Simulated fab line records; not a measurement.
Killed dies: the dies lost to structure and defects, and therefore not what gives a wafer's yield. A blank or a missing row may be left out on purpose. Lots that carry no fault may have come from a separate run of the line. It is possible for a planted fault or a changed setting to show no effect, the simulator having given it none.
Which of the tools did it? | flow gf180mcu | 12 lots, 36 wafers sampled, at 6 steps of a route of 602

== WHAT THE GAUGES SHOWED, per wafer ==
GF_STI_THK_MEAS_04. Usual: STI_CVD_03_THK gives 208.0 nm (standard deviation 1.7).
lot  | measured    | on            | STI_CVD_03_THK (nm) | flag
L108 | day 1 13:34 | film_metro-01 | 209.4 209.5 208.9   |
L109 | day 1 18:39 | film_metro-02 | 209.9 208.5 210.0   |
L110 | day 2 00:33 | film_metro-01 | 209.6 208.0 208.6   |
L112 | day 2 09:35 | film_metro-04 | 206.3 207.7 207.3   |
L114 | day 2 20:28 | film_metro-01 | 211.3 211.4 211.6   |
L115 | day 3 01:23 | film_metro-02 | 208.5 208.9 207.3   |
L116 | day 3 05:34 | film_metro-02 | 208.3 208.7 209.0   |
L117 | day 3 10:37 | film_metro-02 | 206.4 205.1 207.0   |
L120 | day 4 02:16 | film_metro-02 | 205.8 206.4 206.8   |
L125 | day 5 02:34 | film_metro-04 | 160.6 160.4 160.8   | OFF
L126 | day 5 09:07 | film_metro-04 | 161.4 160.5 160.4   | OFF
L130 | day 6 03:34 | film_metro-02 | 208.4 208.0 207.8   |

GF_MVSD_OVL_MEAS_07. Usual: MVSD_OVL gives -0.9 nm (standard deviation 1.5).
lot  | measured    | on         | MVSD_OVL (nm)  | flag
L108 | day 4 10:19 | overlay-02 | -1.1 -1.6 -0.7 |
L109 | day 4 15:34 | overlay-01 | -3.5 -1.9 -2.7 |
L110 | day 4 21:22 | overlay-01 | -0.2 0.0 1.3   |
L112 | day 5 09:02 | overlay-02 | -2.1 -3.1 -2.2 |
L114 | day 5 19:31 | overlay-02 | -2.5 -1.7 -0.7 |
L115 | day 6 01:36 | overlay-02 | -0.8 -0.7 -1.3 |
L116 | day 6 07:39 | overlay-01 | -0.5 -1.9 -1.8 |
L117 | day 6 13:25 | overlay-02 | -0.7 -1.0 -1.7 |
L120 | day 7 09:33 | overlay-01 | -2.4 -1.9 -0.9 |
L125 | day 8 13:13 | overlay-01 | -1.8 -0.9 -1.3 |
L126 | day 8 20:59 | overlay-02 | -0.6 -1.1 -0.7 |
L130 | day 9 18:22 | overlay-01 | -1.6 -2.2 -2.3 |

GF_MVPSD_OVL_MEAS_07. Usual: MVPSD_OVL gives -0.2 nm (standard deviation 1.5).
lot  | measured     | on         | MVPSD_OVL (nm) | flag
L108 | day 5 00:24  | overlay-02 | 0.7 0.1 -0.2   |
L109 | day 5 05:19  | overlay-01 | 3.2 0.7 2.6    |
L110 | day 5 11:37  | overlay-02 | 1.3 1.5 1.2    |
L112 | day 5 23:31  | overlay-01 | 1.9 1.2 1.8    |
L114 | day 6 09:45  | overlay-02 | -2.7 -2.2 -2.1 |
L115 | day 6 16:15  | overlay-02 | 0.2 0.6 1.0    |
L116 | day 6 23:19  | overlay-02 | 0.0 -0.8 -0.7  |
L117 | day 7 04:34  | overlay-01 | 0.2 0.1 1.6    |
L120 | day 8 01:55  | overlay-02 | -1.4 -0.2 -1.0 |
L125 | day 9 06:09  | overlay-01 | -2.0 -1.7 -1.6 |
L126 | day 9 14:07  | overlay-02 | -1.3 -1.7 -2.1 |
L130 | day 10 12:45 | overlay-02 | -0.3 -1.6 0.3  |

== WHICH TOOL RAN EACH LOT (tool, then ch and the chambers of the sampled wafers, then the start) ==
lot  | GF_STI_CVD_03              | GF_STI_ETCH_13                    | GF_STI_CMP_25
L108 | lpcvd-02 ch 0, day 1 11:34 | rie_diel-03 ch 0,1,2, day 2 01:38 | cmp-01 ch 1,3, day 2 03:33
L109 | lpcvd-02 ch 1, day 1 16:40 | rie_diel-04 ch 0,2,3, day 2 07:07 | cmp-01 ch 0,1,2, day 2 09:03
L110 | lpcvd-01 ch 1, day 1 21:34 | rie_diel-03 ch 0,1, day 2 12:56   | cmp-01 ch 1,2,3, day 2 14:55
L112 | lpcvd-02 ch 1, day 2 07:34 | rie_diel-02 ch 1,2,3, day 2 22:26 | cmp-02 ch 0,1,2, day 3 00:40
L114 | lpcvd-01 ch 1, day 2 18:28 | rie_diel-03 ch 0,1,2, day 3 08:43 | cmp-02 ch 0,2,3, day 3 10:48
L115 | lpcvd-02 ch 0, day 2 23:24 | rie_diel-04 ch 0,2,3, day 3 13:38 | cmp-02 ch 0,2,3, day 3 15:37
L116 | lpcvd-02 ch 0, day 3 03:34 | rie_diel-02 ch 1,2,3, day 3 18:04 | cmp-02 ch 0,1,2, day 3 20:16
L117 | lpcvd-01 ch 0, day 3 08:37 | rie_diel-03 ch 0,1, day 3 23:14   | cmp-01 ch 0,1,2, day 4 01:45
L120 | lpcvd-01 ch 1, day 4 00:17 | rie_diel-03 ch 1,3, day 4 15:19   | cmp-01 ch 0,3, day 4 17:31
L125 | lpcvd-01 ch 1, day 5 00:34 | rie_diel-03 ch 1,2, day 5 16:25   | cmp-02 ch 0,1,2, day 5 19:39
L126 | lpcvd-01 ch 0, day 5 07:07 | rie_diel-03 ch 1,2, day 5 23:16   | cmp-02 ch 2,3, day 6 01:14
L130 | lpcvd-02 ch 1, day 6 01:34 | rie_diel-03 ch 0,1,2, day 6 18:43 | cmp-02 ch 1,2,3, day 6 20:43
- GF_STI_CVD_03: deposits Si3N4 from DCS/NH3, target thk 207.16 nm, time 3551 s.
- GF_STI_ETCH_13: etches the open film in CHF3/O2, stops on Si, target depth 282.31 nm, time 112.9 s.
- GF_STI_CMP_25: polishes, stops on Si3N4, t overpolish 33 s, target thk 524.6 nm.

== AS READ BY THE TOOLS THEMSELVES (means over the sampled wafers that have a number; for cases with no such wafer, the mark the record gives instead) ==
GF_STI_CVD_03. Usual: for spike_tc_bottom_C, 786 C with a standard deviation of 3.3; for spike_tc_centre_C, 771.4 C with a standard deviation of 1.3; for spike_tc_lower_C, 769.4 C with a standard deviation of 1.6; for spike_tc_top_C, 783.5 C with a standard deviation of 2.9; for spike_tc_upper_C, 769.8 C with a standard deviation of 1.4; for susceptor_temp_C, 770.0 C with a standard deviation of 0.31; for zone_power_top_pct, 26.3 % with a standard deviation of 1.1.
lot  | tool     | spike_tc_bottom_C (C) | spike_tc_centre_C (C) | spike_tc_lower_C (C) | spike_tc_top_C (C) | spike_tc_upper_C (C) | susceptor_temp_C (C) | zone_power_top_pct (%) | flag
L108 | lpcvd-02 | 786                   | 772.2                 | 770.8                | 788.7              | 771.4                | 770.0                | 28.4                   |
L109 | lpcvd-02 | 783                   | 773.2                 | 768.2                | 782.6              | 770.5                | 769.5                | 25.5                   |
L110 | lpcvd-01 | 790                   | 771.4                 | 769.9                | 782.1              | 768.7                | 769.7                | 26.3                   |
L112 | lpcvd-02 | 782                   | 772.7                 | 767.7                | 783.9              | 770.2                | 769.5                | 25.5                   |
L114 | lpcvd-01 | 790                   | 771.0                 | 769.0                | 782.1              | 768.9                | 769.8                | 26.4                   |
L115 | lpcvd-02 | 787                   | 771.8                 | 770.1                | 788.9              | 771.1                | 770.4                | 28.7                   |
L116 | lpcvd-02 | 787                   | 770.9                 | 770.6                | 790.0              | 771.3                | 770.2                | 28.5                   |
L117 | lpcvd-01 | 790                   | 770.0                 | 770.8                | 781.2              | 768.4                | 769.6                | 25.7                   |
L120 | lpcvd-01 | 791                   | 770.3                 | 769.4                | 782.0              | 767.5                | 770.0                | 26.3                   |
L125 | lpcvd-01 | 778                   | 757.7                 | 756.5                | 770.6              | 755.4                | 757.7                | 25.8                   | OFF
L126 | lpcvd-01 | 775                   | 758.9                 | 757.5                | 769.3              | 755.3                | 757.0                | 25.5                   | OFF
L130 | lpcvd-02 | 782                   | 772.3                 | 768.6                | 783.1              | 771.2                | 769.9                | 25.5                   |

GF_STI_ETCH_13. Usual: drypump_motor_current_A 5.5 A, standard deviation 0.4; oes_product_au 0.834 a.u., standard deviation 0.0061; throttle_valve_pct 8.810 %, standard deviation 0.0088.
lot  | tool        | drypump_motor_current_A (A) | oes_product_au (a.u.) | throttle_valve_pct (%) | flag
L108 | rie_diel-03 | 5.2                         | 0.838                 | 8.800                  |
L109 | rie_diel-04 | 5.7                         | 0.834                 | 8.816                  |
L110 | rie_diel-03 | 5.0                         | 0.835                 | 8.809                  |
L112 | rie_diel-02 | 5.8                         | 0.831                 | 8.797                  |
L114 | rie_diel-03 | 5.2                         | 0.844                 | 8.818                  |
L115 | rie_diel-04 | 5.7                         | 0.833                 | 8.815                  |
L116 | rie_diel-02 | 5.8                         | 0.832                 | 8.814                  |
L117 | rie_diel-03 | 5.0                         | 0.828                 | 8.808                  |
L120 | rie_diel-03 | 5.3                         | 0.827                 | 8.822                  |
L125 | rie_diel-03 | 5.4                         | 0.728                 | 8.778                  | OFF
L126 | rie_diel-03 | 5.2                         | 0.728                 | 8.778                  | OFF
L130 | rie_diel-03 | 5.2                         | 0.836                 | 8.816                  |

GF_STI_CMP_25. Usual: 12.1 A for motor_current_A, sd 1.1.
lot  | tool   | motor_current_A (A) | flag
L108 | cmp-01 | 13.3                |
L109 | cmp-01 | 13.3                |
L110 | cmp-01 | 12.6                |
L112 | cmp-02 | 11.2                |
L114 | cmp-02 | 11.0                |
L115 | cmp-02 | 11.1                |
L116 | cmp-02 | 11.1                |
L117 | cmp-01 | 13.1                |
L120 | cmp-01 | 13.7                |
L125 | cmp-02 | 11.4                |
L126 | cmp-02 | 10.8                |
L130 | cmp-02 | 11.4                |

== THE ANSWER, worked out from the rows above alone ==
Rule: take the mean of a lot's wafers that have a number; if it is more than 3 standard deviations from the usual mean, the lot is off. Also off: a lot with no number at a reading for which 4 or more lots have one. The other lots that the step has rows for count as sound. Order of review: gauges by route order, followed by the tools' own readings, for which a lot's mean as printed above is used. The first step at which some lot is off is used, and at that step the reading that is off furthest; a lot without a number counts as furthest.
Off: L125, L126, seen at GF_STI_THK_MEAS_04 (STI_CVD_03_THK).
If a tool, at a process step before that reading, ran all the lots that are off and no sound lot after the first of them, it fits. The gauges at GF_STI_THK_MEAS_04 aren't tried: what is off there is off at GF_STI_CVD_03 too, on other tools, and a gauge's error can't cause that. One fits: lpcvd-01 at GF_STI_CVD_03. A fault onset in the window from L120 (day 4 00:17, its last sound lot) to L125 (day 5 00:34, its first lot off) fits.
The tool's own readings at GF_STI_CVD_03 bear it out: on the lots that are off they differ by more than 5 times the standard deviation of the sound lots' means. spike_tc_centre_C reads 758.3 C there against 771.6 C on the sound lots; spike_tc_lower_C reads 757.0 C there against 769.5 C on the sound lots; spike_tc_upper_C reads 755.3 C there against 769.9 C on the sound lots; susceptor_temp_C reads 757.4 C there against 769.9 C on the sound lots.

== WHAT HAD BEEN PUT IN BY THE SIMULATOR ==
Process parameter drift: lpcvd-01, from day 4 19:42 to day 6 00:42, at GF_STI_CVD_03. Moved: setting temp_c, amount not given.
Shown lots that were struck: L125, L126. The rule above found the same.
